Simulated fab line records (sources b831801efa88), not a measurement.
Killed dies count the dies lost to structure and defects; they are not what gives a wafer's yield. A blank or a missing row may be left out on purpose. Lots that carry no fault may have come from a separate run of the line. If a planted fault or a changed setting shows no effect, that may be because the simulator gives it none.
Which tool is to blame? + flow gf180mcu + 42 wafers from 14 lots sampled at 2 of the route's 602 steps

## WHAT EACH GAUGE READ, for each wafer
GF_V5_THK_MEAS_01.
| lot  | measured     | on            | V5_CVD_00_THK (nm) |
|------|--------------|---------------|--------------------|
| L189 | day 26 17:18 | film-metro-04 | 300 305 299        |
| L190 | day 26 20:15 | film-metro-01 | 299 299 301        |
| L194 | day 28 10:51 | film-metro-04 | 300 303 304        |
| L195 | day 28 14:44 | film-metro-01 | 299 301 300        |
| L197 | day 29 06:23 | film-metro-01 | 298 301 298        |
| L199 | day 29 13:56 | film-metro-04 | 296 295 300        |
| L200 | day 29 14:27 | film-metro-01 | 299 300 300        |
| L201 | day 30 09:53 | film-metro-01 | 295 292 294        |
| L206 | day 31 14:13 | film-metro-04 | 299 302 300        |
| L207 | day 31 19:37 | film-metro-03 | 303 297 302        |
| L209 | day 32 11:36 | film-metro-01 | 299 300 302        |
| L210 | day 32 13:20 | film-metro-03 | 298 302 302        |
| L211 | day 32 16:04 | film-metro-03 | 306 299 300        |
| L212 | day 33 03:19 | film-metro-03 | 298 297 301        |

GF_V5_BOW_MEAS_05.
| lot  | measured     | on            | V5_BOW (um) |
|------|--------------|---------------|-------------|
| L189 | day 26 17:53 | film-metro-03 | 143 133 124 |
| L190 | day 26 20:46 | film-metro-01 | 127 134 138 |
| L194 | day 28 11:23 | film-metro-04 | 135 137 134 |
| L195 | day 28 15:16 | film-metro-03 | 135 134 133 |
| L197 | day 29 06:56 | film-metro-03 | 130 122 132 |
| L199 | day 29 14:28 | film-metro-03 | 132 135 146 |
| L200 | day 29 15:13 | film-metro-03 | 117 135 125 |
| L201 | day 30 10:25 | film-metro-01 | 119 122 111 |
| L206 | day 31 14:49 | film-metro-04 | 138 141 124 |
| L207 | day 31 20:08 | film-metro-04 | 129 145 129 |
| L209 | day 32 12:08 | film-metro-01 | 143 134 130 |
| L210 | day 32 13:53 | film-metro-03 | 150 141 148 |
| L211 | day 32 16:38 | film-metro-03 | 131 137 149 |
| L212 | day 33 03:50 | film-metro-03 | 122 139 133 |

## WHICH TOOL RAN EACH LOT (tool, then ch and the chambers of the sampled wafers, then the start)
The record holds no process step before these readings.

## AS READ BY THE TOOLS THEMSELVES (means over the sampled wafers that have a number; for cases with no such wafer, the mark the record gives instead)
The record holds no such reading with a usual standard deviation.

## THE ANSWER, worked out from the rows above alone
Rule: the usual values come from the lots themselves. The widest of any qualifying gaps counts: lots, ordered by their means at a reading, are off when they make up no more than a third of the lots, leave a main group of 4 or more, and stand apart from it by 3 or more times the standard deviation of that group's means. Not used: any main group whose means are identical at the precision the tables above print for the reading. Also off: a lot with no number at a reading for which 4 or more lots have one. Where the step has rows for the other lots, those lots are counted as sound. After the gauges, taken in route order, come the tools' own readings; for these a lot's mean is taken, as printed above. The first step at which some lot is off is used, and at that step the reading that is off furthest; a lot without a number counts as furthest.
Across all readings shown, no lot is off: no conclusion can be drawn from this.

## WHAT THE SIMULATOR HAD INSERTED
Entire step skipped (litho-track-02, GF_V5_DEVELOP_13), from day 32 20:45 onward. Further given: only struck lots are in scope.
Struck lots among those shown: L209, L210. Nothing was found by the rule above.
